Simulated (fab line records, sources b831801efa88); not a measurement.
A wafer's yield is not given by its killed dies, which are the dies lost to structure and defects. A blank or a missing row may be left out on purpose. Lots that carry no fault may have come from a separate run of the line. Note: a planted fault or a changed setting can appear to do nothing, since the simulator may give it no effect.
A single fault, viewed from 2 desks	flow sky130	only its own numbers are on each desk; what lay behind them is given at the end

== AT THE METROLOGY DESK ==
Lot by lot, what the gauges showed, no matter which tool ran the lot: averages of those sampled wafers that carry a number. A lot is out of limits, marked OUT, if its mean lies more than 4 standard deviations from the usual mean; the brackets give that distance.
Columns: A = INCOMING_BOW at SKY_FIELD_ISO_BOW_MEAS_00, usual -1 um; B = NWELL_00_OVL at SKY_NWELL_OVL_MEAS_10, usual -0.5 nm; C = SONOS_TUNNEL_TW at SKY_SONOS_TUNNEL_TW_MEAS_12, usual 196.4
lot	first seen here	A	B	C
L756	day 1 15:00	4	-0.8	195.8
L757	day 1 20:00	-5	-1.5	195.9
L761	day 2 16:02	-1	-2.2	195.3
L762	day 2 21:00	-4	1.8	194.1
L763	day 3 02:01	-7	0.6	197.6
L765	day 3 12:01	-2	-0.5	193.5
L767	day 3 22:00	0	-1.3	197.9
L770	day 4 13:00	-6	2.3	196.7
L771	day 4 18:02	7	-0.4	197.1
L773	day 5 04:01	2	-0.4	196.5
L776	day 5 19:01	-4	-1.6	195.1
L777	day 6 00:04	5	0.8	194.8
L778	day 6 05:00	3	-0.8	198.5
This desk's finding: nothing out of limits on any of the 13 lots.

== AT THE TOOL OWNER'S DESK: litho-track-01 ==
The tool's own readings at SKY_VT_ADJUST_LVTN_COAT_02 (resist thk 3000 nm): means of the sampled wafers that have a number, for each lot that ran on this tool. A lot is out of limits, marked OUT, if its mean lies more than 4 standard deviations from the usual mean; the brackets give that distance.
Columns: A = resist-line-temp-C at SKY_VT_ADJUST_LVTN_COAT_02, usual 23.03 C
lot	first seen here	A
L762	day 8 19:08	22.96
L763	day 9 15:55	22.98
L770	day 11 06:35	23.07
L773	day 11 18:28	23.10
This desk's finding: nothing out of limits on any of the 4 lots.

== TAKEN TOGETHER ==
From the metrology desk's view, nothing was out of limits.
The desk of the tool owner found nothing out of limits.

== WHAT WAS PUT IN BY THE SIMULATOR ==
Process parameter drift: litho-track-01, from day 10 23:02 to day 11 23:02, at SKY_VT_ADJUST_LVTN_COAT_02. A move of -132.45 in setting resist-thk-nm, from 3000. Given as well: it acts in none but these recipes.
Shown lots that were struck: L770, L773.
